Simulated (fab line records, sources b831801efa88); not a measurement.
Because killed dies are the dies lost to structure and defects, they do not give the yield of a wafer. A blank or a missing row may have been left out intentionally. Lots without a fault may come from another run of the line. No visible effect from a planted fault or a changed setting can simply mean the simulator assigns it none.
fab line records	flow gf180mcu
record: lots: 13	wafers: 39	last-day: 34
route steps=602 shown HV_LDD@234 CONTACT@288
lots with no fault: from the same line, run without faults
start-h: start of the lot's first displayed wafer, in hours after the record's first day	wait-h: hours from the lot's prior step to this one	" as in the row above	L1.1+2: one row covering several wafers at once	- either no value or no given start	* or withheld: withheld	< > ~ a bound
route shown NAME@n: names a module that has steps shown in the file, with the first one's number in the route	usual: mean/standard deviation of fault-free wafers	same: alike in all rows	chamber/n: place in a boat	sites: per-site readings	_std_site: standard deviation across them	_edge_site: outer sites' mean less inner sites'	radius-mm: for every site, how far away it sits from the centre of the wafer	mask NAME#n: copy n	behind: the last tool/chamber to shape the wafer	hold: cause of the lot's hold/its duration in hours/its outcome	device: names the non-switching transistor (n, p or np)	end of line: tests of these same wafers at the route's end	where a step has no rows: the recipe by itself	killed: count of dies lost to structure and defects at first sort (not the wafer's yield)	map: the dies of a wafer, with x for killed, . for not killed, _ for no die there
set.NAME: the setting as run; set.NAME@STEP: as run at that earlier step	model.NAME: the simulator's own value behind a step, which no gauge read
route steps across a sampled set of lots; one table per step, one row per wafer
services: a tool's chamber out of use, with start hour (start-h, from the record's first day; less than 0 if before it), hours out, and reason
== steps ==
step: GF_HV_LDD_ETCHBACK_58
recipe: chemistry: CH3F/O2	target: Si3N4	stop-on: SiO2	source-w: 400	bias-w: 80	pressure-mtorr: 25	ch3f-flow-sccm: 40	O2_flow_sccm: 30	time-s: 100	target-depth-a: 900
usual: drypump-motor-current-A: 5.9/0.44	oes-product-au: 0.841/0.0076	throttle-valve-pct: 10.561/0.0092
lot.wafer	tool	chamber	start-h	wait-h	drypump-motor-current-A	oes-product-au	rf-hours-counter-h	throttle-valve-pct
L163.1	rie-diel-01	2	277.31	0.1	6.3	0.826	112	10.561
L163.3	"	1	"	"	6.7	0.827	31	10.551
L163.6	"	1	"	"	6.7	0.834	-	10.566
L165.1	rie-diel-02	1	293.43	0.1	5.4	0.833	118	10.557
L165.3	"	0	"	"	5.9	0.850	14	10.566
L165.5	"	1	"	"	5.3	0.841	-	10.551
L167.1	rie-diel-01	3	308.79	0.1	5.8	0.831	1	10.561
L167.3	"	0	"	"	4.9	0.833	78	10.570
L167.5	"	3	"	"	5.8	0.837	-	10.552
L168.3	rie-diel-04	1	314.34	0.0	6.4	0.844	123	10.562
L168.5	"	1	"	"	6.4	0.844	-	10.552
L168.6	"	0	"	"	5.5	0.845	-	10.570
L169.2	rie-diel-04	0	321.20	0.0	5.5	0.848	94	10.566
L169.3	"	1	"	"	6.4	0.836	123	10.555
L169.6	"	1	"	"	6.4	0.842	-	10.572
L171.1	rie-diel-04	1	342.37	0.1	6.4	0.838	124	10.564
L171.3	"	2	"	"	5.9	0.831	11	10.566
L171.5	"	0	"	"	5.5	0.841	-	10.563
L174.1	rie-diel-04	2	363.68	0.1	5.8	0.843	12	10.561
L174.4	"	2	"	"	5.8	0.837	-	10.552
L174.6	"	0	"	"	5.5	0.844	-	10.571
L175.1	rie-diel-02	0	372.75	0.1	5.9	0.851	16	10.557
L175.5	"	3	"	"	5.9	0.837	-	10.572
L175.6	"	2	"	"	6.0	0.847	-	10.560
L179.1	rie-diel-04	0	406.80	0.1	5.5	0.839	97	10.570
L179.2	"	2	"	"	5.9	0.847	13	10.556
L179.3	"	3	"	"	5.8	0.840	68	10.557
L182.1	rie-diel-02	3	429.68	0.1	5.9	0.838	4	10.549
L182.3	"	2	"	"	6.0	0.837	31	10.551
L182.4	"	1	"	"	5.4	0.843	1	10.565
L183.1	rie-diel-04	1	433.40	0.1	6.4	0.856	2	10.562
L183.5	"	3	"	"	5.7	0.836	-	10.578
L183.6	"	2	"	"	5.8	0.831	-	10.568
L184.1	rie-diel-01	0	444.35	0.1	4.9	0.845	81	10.562
L184.3	"	1	"	"	6.7	0.842	35	10.560
L184.6	"	1	"	"	6.7	0.839	-	10.562
L185.3	rie-diel-04	2	449.93	0.0	5.7	0.838	14	10.569
L185.4	"	1	"	"	6.4	0.836	2	10.572
L185.6	"	1	"	"	6.4	0.839	-	10.564
step: GF_CONTACT_THK_MEAS_01
recipe: reads: SiO2_of_CONTACT_CVD_00
usual: CONTACT_CVD_00_THK: 299/3.6
lot.wafer	tool	chamber	start-h	wait-h	CONTACT_CVD_00_THK[nm]
L163.1	film-metro-01	-	340.05	0.0	300
L163.3	"	-	"	"	298
L163.6	"	-	"	"	299
L165.1	film-metro-03	-	358.00	0.0	298
L165.3	"	-	"	"	295
L165.5	"	-	"	"	295
L167.1	film-metro-01	-	374.69	0.0	297
L167.3	"	-	"	"	301
L167.5	"	-	"	"	295
L168.3	film-metro-02	-	381.40	0.0	302
L168.5	"	-	"	"	303
L168.6	"	-	"	"	300
L169.2	film-metro-03	-	388.28	0.0	304
L169.3	"	-	"	"	300
L169.6	"	-	"	"	303
L171.1	film-metro-02	-	411.46	0.0	300
L171.3	"	-	"	"	298
L171.5	"	-	"	"	298
L174.1	film-metro-02	-	434.91	0.0	297
L174.4	"	-	"	"	300
L174.6	"	-	"	"	294
L175.1	film-metro-01	-	444.07	0.0	298
L175.5	"	-	"	"	300
L175.6	"	-	"	"	301
L179.1	film-metro-02	-	480.25	0.0	305
L179.2	"	-	"	"	304
L179.3	"	-	"	"	303
L182.1	film-metro-01	-	503.02	0.0	291
L182.3	"	-	"	"	299
L182.4	"	-	"	"	300
L183.1	film-metro-01	-	507.90	0.0	306
L183.5	"	-	"	"	300
L183.6	"	-	"	"	302
L184.1	film-metro-01	-	517.98	0.0	302
L184.3	"	-	"	"	298
L184.6	"	-	"	"	304
L185.3	film-metro-03	-	523.46	0.0	298
L185.4	"	-	"	"	289
L185.6	"	-	"	"	294
step: GF_CONTACT_CVD_02
recipe: material: SiO2	target-thk-nm: 860	precursor: TEOS	temp-c: 400	time-s: 95.992	rf-w: 600
usual: heater-power-w: 676/98
lot.wafer	tool	chamber	start-h	wait-h	heater-power-w
L163.1	pecvd-04	0	340.11	0.1	696
L163.3	"	2	"	"	713
L163.6	"	2	"	"	728
L165.1	pecvd-03	0	358.06	0.1	488
L165.3	"	2	"	"	773
L165.5	"	1	"	"	783
L167.1	pecvd-02	1	374.75	0.1	774
L167.3	"	0	"	"	624
L167.5	"	2	"	"	653
L168.3	pecvd-04	1	381.44	0.0	650
L168.5	"	0	"	"	727
L168.6	"	2	"	"	746
L169.2	pecvd-03	2	388.33	0.0	818
L169.3	"	1	"	"	790
L169.6	"	0	"	"	583
L171.1	pecvd-03	0	411.52	0.1	570
L171.3	"	2	"	"	792
L171.5	"	2	"	"	818
L174.1	pecvd-04	1	434.97	0.1	652
L174.4	"	1	"	"	693
L174.6	"	0	"	"	568
L175.1	pecvd-04	0	444.13	0.1	693
L175.5	"	1	"	"	661
L175.6	"	2	"	"	732
L179.1	pecvd-02	1	480.31	0.1	803
L179.2	"	2	"	"	560
L179.3	"	0	"	"	769
L182.1	pecvd-03	1	503.08	0.1	793
L182.3	"	0	"	"	509
L182.4	"	2	"	"	672
L183.1	pecvd-02	0	507.96	0.1	647
L183.5	"	1	"	"	740
L183.6	"	0	"	"	725
L184.1	pecvd-03	2	518.04	0.1	843
L184.3	"	0	"	"	578
L184.6	"	0	"	"	586
L185.3	pecvd-02	2	523.50	0.0	621
L185.4	"	2	"	"	648
L185.6	"	1	"	"	669
step: GF_CONTACT_THK_MEAS_03
recipe: reads: SiO2_of_CONTACT_CVD_02
usual: CONTACT_CVD_02_THK: 861/9.9
lot.wafer	tool	chamber	start-h	wait-h	CONTACT_CVD_02_THK[nm]
L163.1	film-metro-03	-	340.18	0.0	846
L163.3	"	-	"	"	859
L163.6	"	-	"	"	885
L165.1	film-metro-01	-	358.16	0.1	865
L165.3	"	-	"	"	850
L165.5	"	-	"	"	870
L167.1	film-metro-01	-	374.82	0.0	847
L167.3	"	-	"	"	852
L167.5	"	-	"	"	855
L168.3	film-metro-01	-	381.53	0.1	859
L168.5	"	-	"	"	860
L168.6	"	-	"	"	874
L169.2	film-metro-01	-	388.41	0.0	865
L169.3	"	-	"	"	861
L169.6	"	-	"	"	870
L171.1	film-metro-02	-	411.59	0.0	856
L171.3	"	-	"	"	854
L171.5	"	-	"	"	861
L174.1	film-metro-02	-	435.08	0.1	845
L174.4	"	-	"	"	1319
L174.6	"	-	"	"	868
L175.1	film-metro-01	-	444.20	0.0	863
L175.5	"	-	"	"	1328
L175.6	"	-	"	"	884
L179.1	film-metro-02	-	480.38	0.0	858
L179.2	"	-	"	"	852
L179.3	"	-	"	"	840
L182.1	film-metro-03	-	503.15	0.0	861
L182.3	"	-	"	"	859
L182.4	"	-	"	"	873
L183.1	film-metro-03	-	508.03	0.0	854
L183.5	"	-	"	"	874
L183.6	"	-	"	"	855
L184.1	film-metro-03	-	518.11	0.0	861
L184.3	"	-	"	"	864
L184.6	"	-	"	"	871
L185.3	film-metro-01	-	523.59	0.1	848
L185.4	"	-	"	"	851
L185.6	"	-	"	"	854
step: GF_CONTACT_CMP_04
recipe: material: SiO2	down-force-psi: 4	platen-rpm: 60	pad-velocity-m-s: 0.94248
usual: motor-current-A: 12.2/1.7	time-to-endpoint-s: 111/6.2
lot.wafer	tool	chamber	start-h	wait-h	motor-current-A	time-to-endpoint-s
L163.3	cmp-02	1	340.24	0.0	13.2	114
L163.1	"	0	"	"	11.8	105
L163.6	"	1	"	"	12.7	124
L165.3	cmp-02	1	358.22	0.0	13.5	108
L165.1	"	3	"	"	10.9	107
L165.5	"	2	"	"	14.7	119
L167.1	cmp-02	2	374.88	0.1	15.3	109
L167.3	"	1	"	"	13.0	104
L167.5	"	3	"	"	10.7	104
L168.3	cmp-02	0	381.62	0.1	12.3	108
L168.5	"	3	"	"	10.2	104
L168.6	"	0	"	"	12.6	116
L169.3	cmp-02	0	388.46	0.0	11.8	107
L169.2	"	2	"	"	14.8	113
L169.6	"	1	"	"	13.5	109
L171.1	cmp-01	3	411.75	0.1	10.4	108
L171.3	"	0	"	"	11.5	117
L171.5	"	2	"	"	12.1	110
L174.1	cmp-01	0	435.14	0.1	11.0	113
L174.4	"	1	"	"	9.4	286
L174.6	"	0	"	"	12.4	121
L175.1	cmp-02	3	444.26	0.1	10.3	107
L175.6	"	3	"	"	10.4	116
L175.5	"	0	"	"	12.1	284
L179.1	cmp-02	1	480.44	0.1	13.3	109
L179.2	"	2	"	"	14.6	109
L179.3	"	3	"	"	10.2	96
L182.3	cmp-01	1	503.21	0.0	9.6	117
L182.4	"	2	"	"	11.5	115
L182.1	"	0	"	"	11.8	118
L183.1	cmp-02	1	508.19	0.1	13.6	113
L183.5	"	3	"	"	10.8	111
L183.6	"	0	"	"	11.9	111
L184.3	cmp-01	0	518.17	0.0	11.8	116
L184.1	"	2	"	"	11.6	110
L184.6	"	1	"	"	10.0	121
L185.3	cmp-02	3	523.63	0.0	10.3	102
L185.4	"	0	"	"	12.2	107
L185.6	"	0	"	"	11.8	112
step: GF_CONTACT_CD_MEAS_14
recipe: target-cd-nm: 220
usual: cd-nm: 220.5/1.3
lot.wafer	tool	chamber	start-h	wait-h	cd-nm
L163.1	cd-sem-02	-	361.72	0.1	220.9
L163.3	"	-	"	"	219.2
L163.6	"	-	"	"	219.5
L165.1	cd-sem-01	-	380.92	0.1	220.7
L165.3	"	-	"	"	220.8
L165.5	"	-	"	"	221.9
L167.1	cd-sem-02	-	398.42	0.1	222.9
L167.3	"	-	"	"	220.1
L167.5	"	-	"	"	221.7
L168.3	cd-sem-01	-	404.91	0.1	221.5
L168.5	"	-	"	"	221.8
L168.6	"	-	"	"	221.5
L169.2	cd-sem-01	-	412.28	0.1	220.1
L169.3	"	-	"	"	221.2
L169.6	"	-	"	"	220.4
L171.1	cd-sem-02	-	436.41	0.1	219.9
L171.3	"	-	"	"	220.3
L171.5	"	-	"	"	219.2
L174.1	cd-sem-01	-	459.68	0.1	219.6
L174.4	"	-	"	"	220.5
L174.6	"	-	"	"	220.7
L175.1	cd-sem-01	-	468.96	0.1	218.5
L175.5	"	-	"	"	220.0
L175.6	"	-	"	"	219.0
L179.1	cd-sem-01	-	504.91	0.2	220.2
L179.2	"	-	"	"	220.8
L179.3	"	-	"	"	220.6
L182.1	cd-sem-01	-	525.98	0.1	223.2
L182.3	"	-	"	"	222.2
L182.4	"	-	"	"	223.1
L183.1	cd-sem-01	-	531.52	0.1	220.6
L183.5	"	-	"	"	219.4
L183.6	"	-	"	"	221.5
L184.1	cd-sem-02	-	541.38	0.1	219.0
L184.3	"	-	"	"	218.6
L184.6	"	-	"	"	218.1
L185.3	cd-sem-01	-	546.42	0.1	219.6
L185.4	"	-	"	"	222.3
L185.6	"	-	"	"	221.5
== services ==
tool	chamber	start-h	hours	kind
rie-diel-04	1	263.09	5.2	repair
cmp-02	-	267.47	0.5	repair
pecvd-03	-	293.86	4.3	pm
cmp-02	-	296.94	1.0	repair
rie-diel-04	2	299.33	7.6	repair
pecvd-02	-	299.39	2.0	repair
pecvd-04	-	301.26	0.6	repair
cmp-01	-	314.50	2.6	repair
pecvd-04	-	332.72	0.6	repair
cmp-02	-	343.54	1.1	repair
pecvd-04	-	343.65	2.8	pm
cmp-01	-	354.23	2.0	repair
pecvd-02	-	356.87	2.8	repair
cmp-01	-	367.77	3.6	pm
pecvd-03	-	369.06	14.0	pm
cmp-02	-	376.52	3.6	repair
rie-diel-04	2	382.22	4.3	repair
cmp-02	-	404.27	4.0	pm
cmp-01	-	405.36	3.6	repair
pecvd-04	2	405.72	15.7	repair
pecvd-03	-	415.14	1.2	repair
pecvd-03	2	447.59	7.7	repair
pecvd-03	1	448.44	3.7	repair
pecvd-03	-	488.24	0.5	repair
== key ==
first-sign: step: GF_CONTACT_THK_MEAS_03	reading: CONTACT_CVD_02_THK	direction: up	sigmas: 47	usual: 861	struck: 1323
effect: step: GF_CONTACT_CMP_04	reading: time-to-endpoint-s	direction: up	sigmas: 28	usual: *	struck: *
met-at GF_CONTACT_CVD_02
struck-lots L174,L175
struck-wafers L174.4,L175.5
tester-left-out L174,L175
not-acting-at GF_HV_LDD_ETCHBACK_58,GF_CONTACT_THK_MEAS_01,GF_CONTACT_CD_MEAS_14
onset-between 381.44 434.97
fault: kind: process-parameter-drift	tool: pecvd-04	chamber: -	onset-h: 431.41	steps: GF_CONTACT_CVD_02	channel: target-thk-nm	offset: 453.42	shape: step	end-h: 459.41	scope: struck-wafers-only	acts-in: these-recipes-only	stated: 860
tester-left-out: of these lots the tester's yield and bins aren't shown, on N5 and GAA mostly nor the transistor test; their killed dies are dies lost to structure and defects alone, not to doping, threshold or leakage, so they don't give the yield
